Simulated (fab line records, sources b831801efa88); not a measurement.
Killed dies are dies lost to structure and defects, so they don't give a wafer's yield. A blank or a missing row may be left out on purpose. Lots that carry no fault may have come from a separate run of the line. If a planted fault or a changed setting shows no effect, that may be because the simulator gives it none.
2 desks, one fault | flow sky130 | only its own numbers are on each desk; what lay behind them is given at the end

== THE TOOL OWNER'S DESK: pecvd-03 ==
The tool's own readings at SKY_PASSIVATION_CVD_02 (deposits Si3N4, target thk 540 nm): means of the sampled wafers that have a number, for each lot that ran on this tool. Marked OUT: a lot whose mean sits more than 4 standard deviations from the usual mean, which makes it out of limits; the brackets give that distance.
Columns: A = heater power outer w at SKY_PASSIVATION_CVD_02, usual 443 W; B = heater power w at SKY_PASSIVATION_CVD_02, usual 745 W
lot  | first seen here | A   | B
L219 | day 45 01:13    | 443 | 762
L224 | day 46 04:14    | 371 | 643
L232 | day 47 22:33    | 430 | 733
L237 | day 49 17:53    | 422 | 723
Result from this desk: across the 4 lots, nothing is out of limits.

== METROLOGY DESK ==
Lot by lot, what the gauges showed, no matter which tool ran the lot: averages of those sampled wafers that carry a number. Marked OUT: a lot whose mean sits more than 4 standard deviations from the usual mean, which makes it out of limits; the brackets give that distance.
Columns: A = PASSIVATION_CVD_02_THK at SKY_PASSIVATION_THK_MEAS_03, usual 536 nm
lot  | first seen here | A
L215 | day 43 18:47    | 535
L219 | day 45 01:26    | 543
L223 | day 45 21:04    | 538
L224 | day 46 04:28    | 540
L225 | day 46 13:04    | 528
L229 | day 47 11:11    | 531
L232 | day 47 22:46    | 208 (-46) OUT
L233 | day 48 01:44    | 533
L238 | day 49 12:15    | 534
L237 | day 49 18:08    | 208 (-46) OUT
This desk's finding: out of limits on L232, L237; first on L232, day 47 22:46 (PASSIVATION_CVD_02_THK at SKY_PASSIVATION_THK_MEAS_03). Within limits: L215, L219, L223, L224, L225, L229, L233, L238.

== TAKEN TOGETHER ==
The metrology desk could have raised an alarm at day 47 22:46, on L232, L237.
The desk of the tool owner found nothing out of limits.
Tool owner's desk: L232, L237 on record, inside its limits.
The lots listed all ran SKY_PASSIVATION_CVD_02 on pecvd-03.

== WHAT THE SIMULATOR PUT IN ==
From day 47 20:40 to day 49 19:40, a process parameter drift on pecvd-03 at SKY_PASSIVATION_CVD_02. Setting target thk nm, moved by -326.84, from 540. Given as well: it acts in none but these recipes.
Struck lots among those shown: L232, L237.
Hours from the fault's start to each desk's first reading out of limits: the metrology desk, 2.
